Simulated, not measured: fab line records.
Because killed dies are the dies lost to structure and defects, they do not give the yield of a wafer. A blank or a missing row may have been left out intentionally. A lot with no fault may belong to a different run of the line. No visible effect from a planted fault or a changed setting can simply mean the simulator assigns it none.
Which of the tools did it? || flow gf180mcu || 21 wafers from 7 lots sampled at 6 of the route's 602 steps

== WHAT THE GAUGES READ, wafer by wafer ==
GF_STI_THK_MEAS_02.
{"lot": "L618", "measured": "day 1 11:31", "on": "film-metro-02", "STI_OXIDATION_THK (nm)": "10.13 10.02 10.06"}
{"lot": "L619", "measured": "day 1 16:41", "on": "film-metro-03", "STI_OXIDATION_THK (nm)": "10.18 10.41 10.31"}
{"lot": "L620", "measured": "day 1 21:31", "on": "film-metro-02", "STI_OXIDATION_THK (nm)": "10.11 10.17 10.23"}
{"lot": "L621", "measured": "day 2 03:34", "on": "film-metro-03", "STI_OXIDATION_THK (nm)": "10.48 10.35 10.53"}
{"lot": "L622", "measured": "day 2 09:05", "on": "film-metro-03", "STI_OXIDATION_THK (nm)": "10.05 10.30 10.26"}
{"lot": "L631", "measured": "day 4 08:56", "on": "film-metro-04", "STI_OXIDATION_THK (nm)": "10.07 9.97 10.08"}
{"lot": "L632", "measured": "day 4 11:28", "on": "film-metro-04", "STI_OXIDATION_THK (nm)": "9.97 10.15 10.09"}

GF_STI_THK_MEAS_22.
{"lot": "L618", "measured": "day 2 04:42", "on": "film-metro-04", "STI_OXIDATION_01_THK (nm)": "15.1 15.4 15.4"}
{"lot": "L619", "measured": "day 2 09:58", "on": "film-metro-02", "STI_OXIDATION_01_THK (nm)": "15.7 15.5 15.4"}
{"lot": "L620", "measured": "day 2 13:35", "on": "film-metro-04", "STI_OXIDATION_01_THK (nm)": "15.3 15.2 15.2"}
{"lot": "L621", "measured": "day 2 19:47", "on": "film-metro-04", "STI_OXIDATION_01_THK (nm)": "15.0 14.8 14.9"}
{"lot": "L622", "measured": "day 3 02:28", "on": "film-metro-03", "STI_OXIDATION_01_THK (nm)": "15.4 15.3 15.2"}
{"lot": "L631", "measured": "day 5 03:11", "on": "film-metro-03", "STI_OXIDATION_01_THK (nm)": "15.4 15.3 15.4"}
{"lot": "L632", "measured": "day 5 05:12", "on": "film-metro-03", "STI_OXIDATION_01_THK (nm)": "14.8 15.0 15.0"}

GF_STI_THK_MEAS_24.
{"lot": "L618", "measured": "day 2 04:50", "on": "film-metro-03", "STI_CVD_23_THK (nm)": "654 665 657"}
{"lot": "L619", "measured": "day 2 10:06", "on": "film-metro-04", "STI_CVD_23_THK (nm)": "657 636 639"}
{"lot": "L620", "measured": "day 2 13:44", "on": "film-metro-02", "STI_CVD_23_THK (nm)": "653 634 652"}
{"lot": "L621", "measured": "day 2 19:56", "on": "film-metro-04", "STI_CVD_23_THK (nm)": "644 654 644"}
{"lot": "L622", "measured": "day 3 02:36", "on": "film-metro-02", "STI_CVD_23_THK (nm)": "651 653 646"}
{"lot": "L631", "measured": "day 5 03:20", "on": "film-metro-02", "STI_CVD_23_THK (nm)": "647 643 657"}
{"lot": "L632", "measured": "day 5 05:20", "on": "film-metro-04", "STI_CVD_23_THK (nm)": "641 647 635"}

GF_MVSD_TW_MEAS_11.
{"lot": "L618", "measured": "day 4 13:53", "on": "film-metro-04", "MVSD_TW": "1566 1569 1567"}
{"lot": "L619", "measured": "day 4 16:53", "on": "film-metro-04", "MVSD_TW": "1563 1566 1556"}
{"lot": "L620", "measured": "day 4 22:27", "on": "film-metro-01", "MVSD_TW": "1589 1593 1598"}
{"lot": "L621", "measured": "day 5 06:49", "on": "film-metro-01", "MVSD_TW": "1594 1590 1585"}
{"lot": "L622", "measured": "day 5 12:32", "on": "film-metro-03", "MVSD_TW": "1575 1580 1576"}
{"lot": "L631", "measured": "day 7 20:32", "on": "film-metro-03", "MVSD_TW": "1700 1701 1698"}
{"lot": "L632", "measured": "day 7 23:07", "on": "film-metro-04", "MVSD_TW": "1675 1661 1671"}

GF_VT_IMPLANT_RS_MEAS_46: measurement is done with a four-point probe.
{"lot": "L618", "measured": "day 7 16:46", "on": "film-metro-04", "MVSD_RS (ohm/sq)": "457.7 455.1 456.5"}
{"lot": "L619", "measured": "day 7 20:38", "on": "film-metro-01", "MVSD_RS (ohm/sq)": "457.7 457.6 458.5"}
{"lot": "L620", "measured": "day 8 03:41", "on": "film-metro-01", "MVSD_RS (ohm/sq)": "456.3 457.6 457.1"}
{"lot": "L621", "measured": "day 8 13:00", "on": "film-metro-03", "MVSD_RS (ohm/sq)": "455.7 455.9 455.7"}
{"lot": "L622", "measured": "day 8 19:46", "on": "film-metro-03", "MVSD_RS (ohm/sq)": "456.2 456.8 455.8"}
{"lot": "L631", "measured": "day 11 12:04", "on": "film-metro-03", "MVSD_RS (ohm/sq)": "474.9 474.6 474.8"}
{"lot": "L632", "measured": "day 11 14:43", "on": "film-metro-04", "MVSD_RS (ohm/sq)": "474.9 477.8 475.9"}

== WHICH TOOL RAN EACH LOT (tool, then ch and the chambers of the sampled wafers, then the start) ==
{"lot": "L618", "GF_MVSD_IMPLANT_09": "implanter-02 ch 0, day 4 13:38"}
{"lot": "L619", "GF_MVSD_IMPLANT_09": "implanter-04 ch 0, day 4 16:38"}
{"lot": "L620", "GF_MVSD_IMPLANT_09": "implanter-02 ch 0, day 4 22:13"}
{"lot": "L621", "GF_MVSD_IMPLANT_09": "implanter-03 ch 0, day 5 06:34"}
{"lot": "L622", "GF_MVSD_IMPLANT_09": "implanter-03 ch 0, day 5 12:17"}
{"lot": "L631", "GF_MVSD_IMPLANT_09": "implanter-02 ch 0, day 7 20:17"}
{"lot": "L632", "GF_MVSD_IMPLANT_09": "implanter-02 ch 0, day 7 22:52"}
- GF_MVSD_IMPLANT_09

== WHAT THE TOOLS THEMSELVES READ (means of the sampled wafers that have a number; where no wafer has one, the mark that the record gives instead) ==
The record holds no such reading with a usual standard deviation.

== THE ANSWER, worked out from the rows above alone ==
Rule: what is usual is taken from the lots themselves. The widest of any qualifying gaps counts: lots, ordered by their means at a reading, are off when they make up no more than a third of the lots, leave a main group of 4 or more, and stand apart from it by 3 or more times the standard deviation of that group's means. If all means in a main group match to the digits the tables above print for the reading, that group is not used. Also off: a lot with no number at a reading for which 4 or more lots have one. Any other lot the step has rows for is counted as sound. After the gauges, taken in route order, come the tools' own readings; for these a lot's mean is taken, as printed above. The first step at which some lot is off is used, and at that step the reading that is off furthest; a lot without a number counts as furthest.
Off: L631, L632, seen at GF_MVSD_TW_MEAS_11 (MVSD_TW). The main group: mean 1578, standard deviation 12.
A tool fits if, at a process step before that reading, it ran every lot that is off, and no sound lot after the first of them. The gauges at GF_MVSD_TW_MEAS_11 are tried like those tools. One fits: implanter-02 at GF_MVSD_IMPLANT_09. A fault onset in the window from L620 (day 4 22:13, its last sound lot) to L631 (day 7 20:17, its first lot off) fits.

== WHAT HAD BEEN PUT IN BY THE SIMULATOR ==
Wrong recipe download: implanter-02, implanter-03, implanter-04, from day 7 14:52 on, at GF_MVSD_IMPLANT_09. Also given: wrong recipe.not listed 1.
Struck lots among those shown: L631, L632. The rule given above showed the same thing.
